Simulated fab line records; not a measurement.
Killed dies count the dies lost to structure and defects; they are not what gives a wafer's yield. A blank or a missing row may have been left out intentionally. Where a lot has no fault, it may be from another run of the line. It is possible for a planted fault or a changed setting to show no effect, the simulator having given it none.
fab line records	flow sky130
record: lots: 7	wafers: 21	last-day: 50
route steps=708 shown VIA4@648 PAD_OPEN@708
lots that met no fault: from a run of the same line without faults
start-h: start of the lot's first displayed wafer, in hours after the record's first day	wait-h: hours from the lot's prior step to this one	" repeats the value in the row above	L1.1+2: a row that stands for several wafers	- value missing, or start not given	* or withheld: withheld	< > ~ a bound
route shown NAME@n: NAME is a module with steps in the file, n the number in the route of the first one	usual: mean/standard deviation taken from wafers without a fault	same: alike in all rows	chamber/n: place in a boat	sites: per-site readings	_std_site: their standard deviation	_edge_site: mean of outer sites minus mean of inner sites	radius-mm: for every site, how far away it sits from the centre of the wafer	mask NAME#n: copy n	behind: tool/chamber where the wafer was last shaped	hold: cause of the lot's hold/its duration in hours/its outcome	device: whichever transistor did not switch (one of n, p or np)	end of line: the route-end tests of the same wafers	for a step that has no rows: nothing shown but its recipe	killed: not the wafer's yield, but the dies lost to structure and defects at the first sort	map: dies across one wafer; x = killed, . = not, _ = none there
set.NAME: the setting that was run; set.NAME@STEP: the one run at that earlier step	model.NAME: the simulator's own value behind a step, which no gauge read
lots at selected steps of the route; one table per step, one row per wafer
services: the hour from which a tool's chamber was out of use, counted from the record's first day as start-h (under 0 if before that day), plus the number of hours and why
== steps ==
step: SKY_VIA4_PEB_09
recipe: temp-c: withheld	time-s: *	resist: NOVOLAK
step: SKY_VIA4_DEVELOP_10
recipe: resist: NOVOLAK	developer: TMAH	develop-time-s: 60	dev-temp-c: 23
step: SKY_VIA4_OVL_MEAS_11
usual: VIA4_OVL: 0.0/1.8
lot.wafer	tool	chamber	start-h	wait-h	VIA4_OVL[nm]
L437.1	overlay-01	-	1055.53	0.1	2.5
L437.4	"	-	"	"	0.6
L437.5	"	-	"	"	0.1
L439.1	overlay-02	-	1071.03	0.1	2.0
L439.2	"	-	"	"	0.8
L439.5	"	-	"	"	0.3
L441.2	overlay-02	-	1081.07	0.1	0.6
L441.4	"	-	"	"	1.1
L441.5	"	-	"	"	-0.3
L448.2	overlay-01	-	1120.39	0.1	1.8
L448.3	"	-	"	"	0.0
L448.5	"	-	"	"	1.7
L449.2	overlay-01	-	1122.36	0.1	-2.0
L449.4	"	-	"	"	-2.2
L449.5	"	-	"	"	-1.3
L450.1	overlay-01	-	1142.51	0.1	0.1
L450.4	"	-	"	"	0.4
L450.6	"	-	"	"	0.0
L453.1	overlay-01	-	1152.57	0.1	-1.0
L453.4	"	-	"	"	-0.5
L453.6	"	-	"	"	-0.1
step: SKY_VIA4_ETCH_12
recipe: target: SiO2	chemistry: C4F8/O2/Ar	stop-on: TiN	mask-material: NOVOLAK	source-w: 1500	bias-w: 1200	pressure-mtorr: 40	c4f8-flow-sccm: withheld	O2_flow_sccm: 6	Ar_flow_sccm: 300	time-s: withheld	target-depth-a: 5800
usual: oes-product-au: 0.925/0.0048
lot.wafer	tool	chamber	start-h	wait-h	oes-product-au
L437.1	rie-diel-04	1	1055.57	0.0	0.922
L437.4	"	3	"	"	0.928
L437.5	"	1	"	"	0.920
L439.1	rie-diel-04	0	1071.07	0.0	0.930
L439.2	"	1	"	"	0.935
L439.5	"	3	"	"	0.929
L441.2	rie-diel-04	3	1081.10	0.0	0.924
L441.4	"	1	"	"	0.925
L441.5	"	0	"	"	0.918
L448.2	rie-diel-04	2	1120.42	0.0	0.930
L448.3	"	1	"	"	0.926
L448.5	"	0	"	"	0.925
L449.2	rie-diel-04	1	1122.39	0.0	0.913
L449.4	"	3	"	"	0.922
L449.5	"	1	"	"	0.933
L450.1	rie-diel-01	3	1142.54	0.0	0.929
L450.4	"	2	"	"	0.929
L450.6	"	0	"	"	0.930
L453.1	rie-diel-04	3	1152.60	0.0	0.925
L453.4	"	2	"	"	0.919
L453.6	"	0	"	"	0.911
step: SKY_VIA4_STRIP_13
recipe: chemistry: O2/N2	power-w: 1400	pressure-mtorr: 1500	platen-temp-c: withheld	o2-flow-sccm: 3000	n2-flow-sccm: 300	overash-fraction: 0.5
usual: drypump-motor-current-A: 5.81/0.24	oes-product-au: 0.710/0.0037	strip-time-to-endpoint-s: 12.81/0.035
lot.wafer	tool	chamber	start-h	wait-h	drypump-motor-current-A	oes-product-au	rf-hours-counter-h	strip-time-to-endpoint-s
L437.1	plasma-asher-03	0	1055.64	-	6.08	0.712	62	12.77
L437.4	"	1	"	"	5.74	0.717	-	12.81
L437.5	"	1	"	"	5.69	0.707	-	12.84
L439.1	plasma-asher-03	0	1071.14	-	6.06	0.709	65	12.80
L439.2	"	1	"	"	5.70	0.710	65	12.82
L439.5	"	1	"	"	5.68	0.705	-	12.89
L441.2	plasma-asher-04	1	1081.17	-	5.94	0.711	31	12.82
L441.4	"	0	"	"	5.53	0.711	-	12.76
L441.5	"	0	"	"	5.55	0.712	-	12.83
L448.2	plasma-asher-04	1	1120.49	-	5.92	0.706	34	12.75
L448.3	"	1	"	"	5.91	0.714	-	12.78
L448.5	"	0	"	"	5.54	0.713	-	12.84
L449.2	plasma-asher-03	0	1122.47	-	6.05	0.710	71	12.74
L449.4	"	1	"	"	5.71	0.713	-	12.81
L449.5	"	1	"	"	5.69	0.705	-	12.75
L450.1	plasma-asher-03	0	1142.62	-	6.06	0.713	73	12.84
L450.4	"	1	"	"	5.69	0.711	-	12.78
L450.6	"	1	"	"	5.73	0.701	-	12.79
L453.1	plasma-asher-04	0	1152.67	-	5.54	0.710	37	12.87
L453.4	"	1	"	"	5.93	0.705	-	12.78
L453.6	"	1	"	"	5.93	0.713	-	12.79
step: SKY_VIA4_STRIP_14
recipe: chemistry: post-etch-residue-remover	time-s: 1200	temp-c: 72.5
step: SKY_VIA4_CLEAN_15
recipe: chemistry: IPA	time-s: 180	temp-c: 25
step: SKY_VIA4_CLEAN_16
recipe: chemistry: O3/DIW	dry: n2-spin
step: SKY_VIA4_SPUTTER_17
recipe: material: TiN	target-thk-nm: 20	chamber-pressure-pa: 5	power-w: 4000	time-s: 80
usual: cathode-dc-power-W: 3999.9/0.79	throttle-valve-pct: 29.6/0.72
lot.wafer	tool	chamber	start-h	wait-h	cathode-dc-power-W	throttle-valve-pct
L437.1	pvd-sputter-02	-	1056.66	0.0	4000.4	30.4
L437.4	"	-	"	"	4001.1	29.4
L437.5	"	-	"	"	4000.6	29.4
L439.1	pvd-sputter-02	-	1071.73	0.0	4000.0	30.5
L439.2	"	-	"	"	4000.8	30.4
L439.5	"	-	"	"	4001.6	28.9
L441.2	pvd-sputter-01	-	1081.77	0.0	3998.3	29.4
L441.4	"	-	"	"	4000.0	27.3
L441.5	"	-	"	"	3999.7	29.6
L448.2	pvd-sputter-03	-	1121.08	0.0	3999.7	29.2
L448.3	"	-	"	"	4000.2	29.2
L448.5	"	-	"	"	4000.5	29.1
L449.2	pvd-sputter-02	-	1123.06	0.0	4000.9	30.6
L449.4	"	-	"	"	4001.2	29.6
L449.5	"	-	"	"	3998.9	29.4
L450.1	pvd-sputter-01	-	1143.25	0.0	3999.2	29.1
L450.4	"	-	"	"	3999.8	29.4
L450.6	"	-	"	"	3999.9	29.1
L453.1	pvd-sputter-02	-	1153.30	0.0	4000.5	29.3
L453.4	"	-	"	"	4000.6	30.4
L453.6	"	-	"	"	4000.1	30.3
step: SKY_VIA4_CVD_18
recipe: material: W	target-thk-nm: 505	time-s: 152.14	temp-c: 400	pressure-torr: 40
usual: heater-power-w: 857/73
lot.wafer	tool	chamber	start-h	wait-h	heater-power-w
L437.1	cvd-w-02	1	1056.72	0.0	744
L437.4	"	1	"	"	777
L437.5	"	0	"	"	941
L439.1	cvd-w-01	0	1071.79	0.0	837
L439.2	"	1	"	"	876
L439.5	"	1	"	"	897
L441.2	cvd-w-01	1	1081.83	0.0	898
L441.4	"	1	"	"	886
L441.5	"	1	"	"	888
L448.2	cvd-w-02	0	1121.14	0.0	946
L448.3	"	1	"	"	766
L448.5	"	1	"	"	754
L449.2	cvd-w-01	0	1123.12	0.0	831
L449.4	"	0	"	"	858
L449.5	"	0	"	"	848
L450.1	cvd-w-02	1	1143.31	0.0	761
L450.4	"	0	"	"	930
L450.6	"	1	"	"	767
L453.1	cvd-w-01	0	1153.36	0.0	823
L453.4	"	1	"	"	884
L453.6	"	1	"	"	904
step: SKY_VIA4_RS_MEAS_19
recipe: thk-meas-gauge: four-point-probe	reads: W_of_VIA4_CVD_18+TiN_of_VIA4_SPUTTER_17
usual: VIA4_W_RS: 0.226/0.003
lot.wafer	tool	chamber	start-h	wait-h	VIA4_W_RS[ohm/sq]
L437.1	film-metro-03	-	1056.87	0.1	0.224
L437.4	"	-	"	"	0.226
L437.5	"	-	"	"	0.223
L439.1	film-metro-03	-	1071.94	0.1	0.231
L439.2	"	-	"	"	0.225
L439.5	"	-	"	"	0.223
L441.2	film-metro-03	-	1082.00	0.1	0.224
L441.4	"	-	"	"	0.226
L441.5	"	-	"	"	0.227
L448.2	film-metro-02	-	1121.31	0.1	0.221
L448.3	"	-	"	"	0.226
L448.5	"	-	"	"	0.224
L449.2	film-metro-04	-	1123.30	0.1	0.229
L449.4	"	-	"	"	0.227
L449.5	"	-	"	"	0.229
L450.1	film-metro-03	-	1143.47	0.1	0.226
L450.4	"	-	"	"	0.222
L450.6	"	-	"	"	0.225
L453.1	film-metro-03	-	1153.51	0.1	0.228
L453.4	"	-	"	"	0.225
L453.6	"	-	"	"	0.226
step: SKY_VIA4_THK_MEAS_20
recipe: thk-meas-gauge: xrf	reads: W_of_VIA4_CVD_18
usual: VIA4_W_THK: 511/7.4
lot.wafer	tool	chamber	start-h	wait-h	VIA4_W_THK[nm]
L437.1	film-metro-03	-	1056.99	0.1	517
L437.4	"	-	"	"	511
L437.5	"	-	"	"	517
L439.1	film-metro-03	-	1072.06	0.1	504
L439.2	"	-	"	"	513
L439.5	"	-	"	"	515
L441.2	film-metro-03	-	1082.11	0.1	514
L441.4	"	-	"	"	510
L441.5	"	-	"	"	508
L448.2	film-metro-02	-	1121.42	0.1	528
L448.3	"	-	"	"	513
L448.5	"	-	"	"	522
L449.2	film-metro-04	-	1123.41	0.1	498
L449.4	"	-	"	"	504
L449.5	"	-	"	"	502
L450.1	film-metro-03	-	1143.59	0.1	513
L450.4	"	-	"	"	523
L450.6	"	-	"	"	518
L453.1	film-metro-03	-	1153.63	0.1	508
L453.4	"	-	"	"	515
L453.6	"	-	"	"	509
step: SKY_VIA4_CMP_21
recipe: stop-on: SiO2	t-overpolish-s: 25	down-force-psi: 3.5	platen-rpm: 60	target-thk-nm: 0	pad-velocity-m-s: 0.94248
usual: edge-zone-pressure-frac: 1.000/0.0046	head-pressure-psi: 3.500/0.0073	motor-current-A: 11.0/1.5	overpolish-run-s: 25.001/0.008	platen-rpm: 60.00/0.043	time-to-endpoint-s: 120/6
lot.wafer	tool	chamber	start-h	wait-h	edge-zone-pressure-frac	head-pressure-psi	motor-current-A	overpolish-run-s	platen-rpm	time-to-endpoint-s	model.W_of_VIA4_CVD_18.thk-nm	model.SiO2_of_VIA4_HDPCVD_00.thk-nm
L437.4	cmp-01	3	1057.10	0.1	0.999	3.505	9.2	24.990	60.01	128	0	575.3
L437.1	"	0	"	"	0.998	3.500	13.9	24.996	59.99	122	0	574.7
L437.5	"	3	"	"	1.000	3.508	8.2	25.017	60.00	126	0	575.7
L439.2	cmp-02	2	1072.12	0.0	1.005	3.500	11.5	24.996	60.01	113	0	573.8
L439.1	"	3	"	"	1.002	3.499	9.7	24.999	60.00	106	0	576
L439.5	"	2	"	"	1.006	3.497	12.2	24.992	60.03	113	0	575.6
L441.2	cmp-02	3	1082.26	0.1	0.999	3.498	9.2	25.009	59.98	115	0	572.1
L441.4	"	0	"	"	1.003	3.505	11.2	24.994	59.96	129	0	574.9
L441.5	"	1	"	"	1.003	3.490	10.8	25.015	60.06	120	0	572.4
L448.2	cmp-01	2	1121.47	0.0	-	-	-	-	-	-	517.4	577.6
L448.3	"	3	"	"	-	-	-	-	-	-	507.4	576.6
L448.5	"	2	"	"	-	-	-	-	-	-	511.9	578.5
L449.4	cmp-01	2	1123.46	0.0	-	-	-	-	-	-	505.2	580.1
L449.2	"	3	"	"	-	-	-	-	-	-	500.9	579.3
L449.5	"	2	"	"	-	-	-	-	-	-	498.6	577.2
L450.4	cmp-01	2	1143.65	0.0	-	-	-	-	-	-	513.8	577.8
L450.1	"	1	"	"	-	-	-	-	-	-	504.5	579.3
L450.6	"	3	"	"	-	-	-	-	-	-	507.8	577.5
L453.4	cmp-02	3	1153.69	0.0	0.994	3.492	9.5	24.995	60.02	112	0	571.7
L453.1	"	0	"	"	1.007	3.507	11.5	25.003	60.04	128	0	573.1
L453.6	"	0	"	"	1.006	3.499	11.5	25.002	60.07	125	0	571.2
step: SKY_PAD_OPEN_PROBE_99
usual: defect-limited-yield: 82.8/2.1	killed_at_M0_to_M3: 42/6.6	killed_at_M4_up: 3.1/1.9	killed-at-contacts: 24/5.6	killed-at-front-end: 15/4.8	killed-at-other: 0.3/0.48	killed-dies: 84/10	killed-on-rim: 16/3.9	killed-open: 47/6.8	killed-short: 37/6.8	sort_bin_3_pad_short: 0.9/0.48	sort_bin_5_function: 10.1/1.4	sort_bin_6_memory: 6.2/1.2	sort-n-pass: 408/10	sort-yield-pct: 82.8/2.1
same: gross-dies: 492	killed-at-back-side: 0	sort_bin_4_leakage[%]: 0	sort_bin_8_speed[%]: 0
lot.wafer	tool	chamber	start-h	wait-h	hold	defect-limited-yield[%]	killed_at_M0_to_M3	killed_at_M4_up	killed-at-contacts	killed-at-front-end	killed-at-other	killed-dies	killed-on-rim	killed-open	killed-short	sort_bin_3_pad_short[%]	sort_bin_5_function[%]	sort_bin_6_memory[%]	sort-n-pass	sort-yield-pct[%]
L437.1	prober-02	-	1122.43	0.1	-	84.3	39	2	25	11	0	77	14	34	43	0.4	10.0	5.3	415	84.3
L437.4	prober-02	-	1122.58	0.2	-	85.2	39	4	18	12	0	73	16	42	31	0.6	8.3	5.9	419	85.2
L437.5	prober-02	-	1122.63	0.2	-	82.3	46	3	20	18	0	87	17	42	45	1.6	10.0	6.1	405	82.3
L439.1	prober-02	-	1136.51	0.1	-	84.1	36	3	28	11	0	78	13	37	41	1.6	7.5	6.7	414	84.1
L439.2	prober-02	-	1136.56	0.1	-	85.8	37	3	17	13	0	70	14	33	37	1.4	8.1	4.7	422	85.8
L439.5	prober-02	-	1136.71	0.2	-	81.3	43	4	28	17	0	92	19	53	39	0.8	12.4	5.5	400	81.3
L441.2	prober-01	-	1145.53	0.1	-	80.1	42	3	30	23	0	98	17	50	48	2.2	10.4	7.3	394	80.1
L441.4	prober-01	-	1145.63	0.2	-	86.0	28	6	23	12	0	69	13	43	26	0.2	8.3	5.5	423	86.0
L441.5	prober-01	-	1145.68	0.2	-	82.9	43	1	23	17	0	84	16	48	36	0.2	11.2	5.7	408	82.9
L449.2	prober-02	-	1184.41	2.8	await-dispo/3.4h/scrap	0	35	426	20	11	0	492	96	41	27	86.8	9.1	4.1	0	0
L449.4	prober-02	-	1184.51	2.8	await-dispo/3.4h/scrap	0	31	435	13	13	0	492	96	30	30	88.8	6.9	4.3	0	0
L449.5	prober-02	-	1184.56	2.9	await-dispo/3.4h/scrap	0	41	409	29	13	0	492	96	55	32	82.9	10.4	6.7	0	0
L448.2	prober-01	-	1186.56	5.6	await-dispo/1.0h/scrap	0	44	397	34	16	1	492	96	58	38	80.7	11.2	8.1	0	0
L448.3	prober-01	-	1186.61	5.7	await-dispo/1.0h/scrap	0	35	403	32	21	1	492	96	56	37	82.5	12.2	5.3	0	0
L448.5	prober-01	-	1186.71	5.7	await-dispo/1.0h/scrap	0	53	386	31	21	1	492	96	56	54	78.5	14.0	7.5	0	0
L450.1	prober-01	-	1200.10	2.1	await-dispo/16.6h/scrap	0	36	420	29	6	1	492	96	51	27	84.3	9.8	5.9	0	0
L450.4	prober-01	-	1200.25	2.2	await-dispo/16.6h/scrap	0	42	414	23	13	0	492	96	48	35	83.7	10.8	5.5	0	0
L450.6	prober-01	-	1200.35	2.3	await-dispo/16.6h/scrap	0	33	413	33	13	0	492	96	49	36	82.9	11.4	5.7	0	0
L453.1	prober-02	-	1203.38	0.1	-	85.0	44	1	18	11	0	74	15	43	29	0.4	10.2	4.5	418	85.0
L453.4	prober-02	-	1203.53	0.2	-	83.9	42	2	21	14	0	79	10	37	42	0.4	9.3	6.3	413	83.9
L453.6	prober-02	-	1203.63	0.2	-	83.1	44	3	27	9	0	83	18	47	36	0.8	9.3	6.7	409	83.1
killed by level:class
L437.1 VIA1:geometric-particle:open=10 METAL1:geometric-particle:short=9 LOCAL_INTERCONNECT:geometric-particle:short=8 CONTACT:geometric-particle:open=7 VIA2:geometric-particle:open=6 CONTACT:geometric-particle:short=5 VIA1:geometric-particle:short=5 METAL3:geometric-particle:short=4
L437.4 METAL1:geometric-particle:short=8 CONTACT:geometric-particle:open=7 VIA1:geometric-particle:open=7 LI_CONTACT:geometric-particle:open=5 VIA1:geometric-particle:short=5 VIA2:geometric-particle:open=5 VIA3:geometric-particle:open=5 METAL1:geometric-particle:open=4
L437.5 VIA1:geometric-particle:open=14 METAL1:geometric-particle:short=7 FIELD_ISO:geometric-particle:open=6 VIA1:geometric-particle:short=6 LI_CONTACT:geometric-particle:short=5 LOCAL_INTERCONNECT:geometric-particle:short=5 VIA2:geometric-particle:open=5 FIELD_ISO:geometric-particle:short=4
L439.1 METAL2:geometric-particle:short=9 VIA1:geometric-particle:open=8 LI_CONTACT:geometric-particle:open=8 CONTACT:geometric-particle:open=7 LI_CONTACT:geometric-particle:short=5 LOCAL_INTERCONNECT:geometric-particle:short=5 VIA1:geometric-particle:short=4 METAL2:geometric-particle:open=3
L439.2 METAL1:geometric-particle:short=9 VIA3:geometric-particle:open=6 LI_CONTACT:geometric-particle:open=5 METAL2:geometric-particle:short=4 CONTACT:geometric-particle:open=4 METAL3:geometric-particle:short=4 VIA2:geometric-particle:short=4 FIELD_ISO:geometric-particle:short=3
L439.5 VIA2:geometric-particle:open=10 CONTACT:geometric-particle:open=10 FIELD_ISO:geometric-particle:short=8 VIA3:geometric-particle:open=8 CONTACT:geometric-particle:short=8 LI_CONTACT:geometric-particle:open=7 METAL1:geometric-particle:short=6 METAL2:geometric-particle:short=6
L441.2 CONTACT:geometric-particle:open=10 VIA1:geometric-particle:open=8 METAL1:geometric-particle:short=6 LOCAL_INTERCONNECT:geometric-particle:short=6 CONTACT:geometric-particle:short=6 FIELD_ISO:geometric-particle:open=5 FIELD_ISO:geometric-particle:short=5 VIA2:geometric-particle:open=5
L441.4 VIA1:geometric-particle:open=11 CONTACT:geometric-particle:open=10 LI_CONTACT:geometric-particle:open=5 VIA3:geometric-particle:open=4 METAL4:geometric-particle:short=4 FIELD_ISO:geometric-particle:open=3 POLY_GATE:geometric-particle:short=3 LOCAL_INTERCONNECT:geometric-particle:short=3
L441.5 VIA3:geometric-particle:open=9 VIA1:geometric-particle:short=8 CONTACT:geometric-particle:open=7 FIELD_ISO:geometric-particle:open=5 CONTACT:geometric-particle:short=5 VIA1:geometric-particle:open=5 VIA2:geometric-particle:open=5 POLY_GATE:geometric-particle:open=4
L449.2 VIA4:area-cmp=424 VIA1:geometric-particle:open=10 LI_CONTACT:geometric-particle:open=8 VIA2:geometric-particle:open=7 METAL1:geometric-particle:short=6 CONTACT:geometric-particle:short=5 CONTACT:geometric-particle:open=5 POLY_GATE:geometric-particle:open=3
L449.4 VIA4:area-cmp=432 CONTACT:geometric-particle:open=6 VIA1:geometric-particle:open=5 FIELD_ISO:geometric-particle:short=4 FIELD_ISO:geometric-particle:open=4 METAL2:geometric-particle:short=4 VIA2:geometric-particle:open=4 POLY_GATE:geometric-particle:short=3
L449.5 VIA4:area-cmp=405 CONTACT:geometric-particle:open=13 VIA1:geometric-particle:open=9 VIA2:geometric-particle:open=8 LI_CONTACT:geometric-particle:open=6 POLY_GATE:geometric-particle:open=5 METAL1:geometric-particle:short=5 LOCAL_INTERCONNECT:geometric-particle:short=4
L448.2 VIA4:area-cmp=396 LI_CONTACT:geometric-particle:open=13 CONTACT:geometric-particle:open=10 VIA3:geometric-particle:open=10 VIA2:geometric-particle:open=7 VIA1:geometric-particle:open=7 FIELD_ISO:geometric-particle:open=6 VIA1:geometric-particle:short=6
L448.3 VIA4:area-cmp=399 LI_CONTACT:geometric-particle:open=12 CONTACT:geometric-particle:open=12 VIA1:geometric-particle:open=7 VIA1:geometric-particle:short=7 POLY_GATE:geometric-particle:open=6 VIA3:geometric-particle:open=6 FIELD_ISO:geometric-particle:open=4
L448.5 VIA4:area-cmp=382 VIA2:geometric-particle:open=12 VIA3:geometric-particle:open=11 LOCAL_INTERCONNECT:geometric-particle:short=9 LI_CONTACT:geometric-particle:open=7 FIELD_ISO:geometric-particle:short=6 CONTACT:geometric-particle:open=6 VIA1:geometric-particle:short=6
L450.1 VIA4:area-cmp=414 CONTACT:geometric-particle:open=15 VIA2:geometric-particle:open=9 VIA3:geometric-particle:open=7 VIA1:geometric-particle:open=5 VIA1:geometric-particle:short=4 FIELD_ISO:geometric-particle:short=3 LI_CONTACT:geometric-particle:short=3
L450.4 VIA4:area-cmp=409 CONTACT:geometric-particle:open=10 VIA1:geometric-particle:open=9 VIA2:geometric-particle:open=7 METAL1:geometric-particle:short=6 LI_CONTACT:geometric-particle:open=4 LOCAL_INTERCONNECT:geometric-particle:short=4 CONTACT:geometric-particle:short=4
L450.6 VIA4:area-cmp=407 CONTACT:geometric-particle:open=20 VIA1:geometric-particle:open=7 FIELD_ISO:geometric-particle:short=6 METAL1:geometric-particle:short=6 VIA3:geometric-particle:open=6 LI_CONTACT:geometric-particle:open=4 METAL4:geometric-particle:short=4
L453.1 VIA1:geometric-particle:open=13 VIA3:geometric-particle:open=7 METAL2:geometric-particle:short=6 METAL1:geometric-particle:short=6 CONTACT:geometric-particle:open=5 CONTACT:geometric-particle:short=5 VIA2:geometric-particle:open=5 SPACER:geometric-particle:open=4
L453.4 METAL1:geometric-particle:short=9 POLY_GATE:geometric-particle:open=7 CONTACT:geometric-particle:open=7 CONTACT:geometric-particle:short=7 VIA3:geometric-particle:open=6 METAL1:geometric-particle:open=4 VIA1:geometric-particle:open=4 VIA1:geometric-particle:short=4
L453.6 LI_CONTACT:geometric-particle:open=10 VIA1:geometric-particle:open=10 METAL2:geometric-particle:short=8 CONTACT:geometric-particle:open=8 METAL1:geometric-particle:short=7 VIA3:geometric-particle:open=6 VIA1:geometric-particle:short=5 VIA2:geometric-particle:open=5
map L448.2 (x killed, . not)
__________xxxxxxxxxx_________
________xxxxxxxxxxxxxx_______
______xxxxxxxxxxxxxxxxxx_____
_____xxxxxxxxxxxxxxxxxxxx____
____xxxxxxxxxxxxxxxxxxxxxx___
___xxxxxxxxxxxxxxxxxxxxxxxx__
__xxxxxxxxxxxxxxxxxxxxxxxxxx_
_xxxxxxxxxxxxxxxxxxxxxxxxxxxx
_xxxxxxxxxxxxxxxxxxxxxxxxxxxx
_xxxxxxxxxxxxxxxxxxxxxxxxxxxx
_xxxxxxxxxxxxxxxxxxxxxxxxxxxx
_xxxxxxxxxxxxxxxxxxxxxxxxxxxx
_xxxxxxxxxxxxxxxxxxxxxxxxxxxx
_xxxxxxxxxxxxxxxxxxxxxxxxxxxx
_xxxxxxxxxxxxxxxxxxxxxxxxxxxx
__xxxxxxxxxxxxxxxxxxxxxxxxxx_
___xxxxxxxxxxxxxxxxxxxxxxxx__
____xxxxxxxxxxxxxxxxxxxxxx___
_____xxxxxxxxxxxxxxxxxxxx____
______xxxxxxxxxxxxxxxxxx_____
________xxxxxxxxxxxxxx_______
__________xxxxxxxxxx_________
map L449.2 (x killed, . not)
__________xxxxxxxxxx_________
________xxxxxxxxxxxxxx_______
______xxxxxxxxxxxxxxxxxx_____
_____xxxxxxxxxxxxxxxxxxxx____
____xxxxxxxxxxxxxxxxxxxxxx___
___xxxxxxxxxxxxxxxxxxxxxxxx__
__xxxxxxxxxxxxxxxxxxxxxxxxxx_
_xxxxxxxxxxxxxxxxxxxxxxxxxxxx
_xxxxxxxxxxxxxxxxxxxxxxxxxxxx
_xxxxxxxxxxxxxxxxxxxxxxxxxxxx
_xxxxxxxxxxxxxxxxxxxxxxxxxxxx
_xxxxxxxxxxxxxxxxxxxxxxxxxxxx
_xxxxxxxxxxxxxxxxxxxxxxxxxxxx
_xxxxxxxxxxxxxxxxxxxxxxxxxxxx
_xxxxxxxxxxxxxxxxxxxxxxxxxxxx
__xxxxxxxxxxxxxxxxxxxxxxxxxx_
___xxxxxxxxxxxxxxxxxxxxxxxx__
____xxxxxxxxxxxxxxxxxxxxxx___
_____xxxxxxxxxxxxxxxxxxxx____
______xxxxxxxxxxxxxxxxxx_____
________xxxxxxxxxxxxxx_______
__________xxxxxxxxxx_________
== services ==
tool	chamber	start-h	hours	kind
pvd-sputter-02	-	1031.99	18.2	repair
plasma-asher-04	-	1043.47	28.1	pm
plasma-asher-03	-	1045.49	0.9	repair
rie-diel-04	0	1049.16	8.0	repair
cvd-w-02	0	1049.30	3.3	repair
cvd-w-01	-	1052.56	0.7	repair
pvd-sputter-02	1	1073.64	-	consumable-replace:kit
pvd-sputter-02	1	1073.64	18.0	scheduled-down
pvd-sputter-02	1	1073.64	18.0	vent-cycle
cvd-w-01	-	1083.94	6.0	pm
plasma-asher-04	-	1085.54	7.0	repair
cmp-02	-	1089.54	4.0	pm
plasma-asher-04	-	1089.81	0.4	repair
cmp-02	-	1093.54	-	consumable-replace:conditioner
cmp-02	-	1093.54	-	consumable-replace:pad
cvd-w-02	0	1094.37	3.1	repair
cvd-w-01	1	1128.91	16.7	repair
cmp-01	-	1137.65	3.6	pm
pvd-sputter-01	0	1140.09	-	consumable-replace:kit
pvd-sputter-01	0	1140.09	18.0	scheduled-down
pvd-sputter-01	0	1140.09	18.0	vent-cycle
pvd-sputter-01	-	1144.31	2.2	repair
plasma-asher-03	-	1147.28	2.8	pm
pvd-sputter-01	-	1151.29	8.8	repair
== key ==
first-sign: step: SKY_VIA4_CMP_21	reading: tool-record	direction: missing
effect: step: SKY_PAD_OPEN_PROBE_99	reading: killed_at_M4_up	direction: up	sigmas: 99+	usual: 3.1	struck: 411.4
model-effect: step: SKY_VIA4_CMP_21	value: W_of_VIA4_CVD_18.thk-nm	without: 0	struck: 507.5
more-kills-born-at: SKY_VIA4_CMP_21@cmp-01: 3668
met-at SKY_VIA4_CMP_21
struck-wafers L448.2,L448.3,L448.5,L449.2,L449.4,L449.5,L450.1,L450.4,L450.6
later-rows-left-out L448.2,L448.3,L448.5,L449.2,L449.4,L449.5,L450.1,L450.4,L450.6
onset-between 1057.10 1121.47
fault: kind: skipped-step-whole	tool: cmp-01	chamber: -	onset-h: 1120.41	steps: SKY_VIA4_CMP_21	scope: struck-lots-only
later-rows-left-out: the simulator's readings of these wafers behind a module that went badly wrong aren't trusted and aren't shown, but for the sort
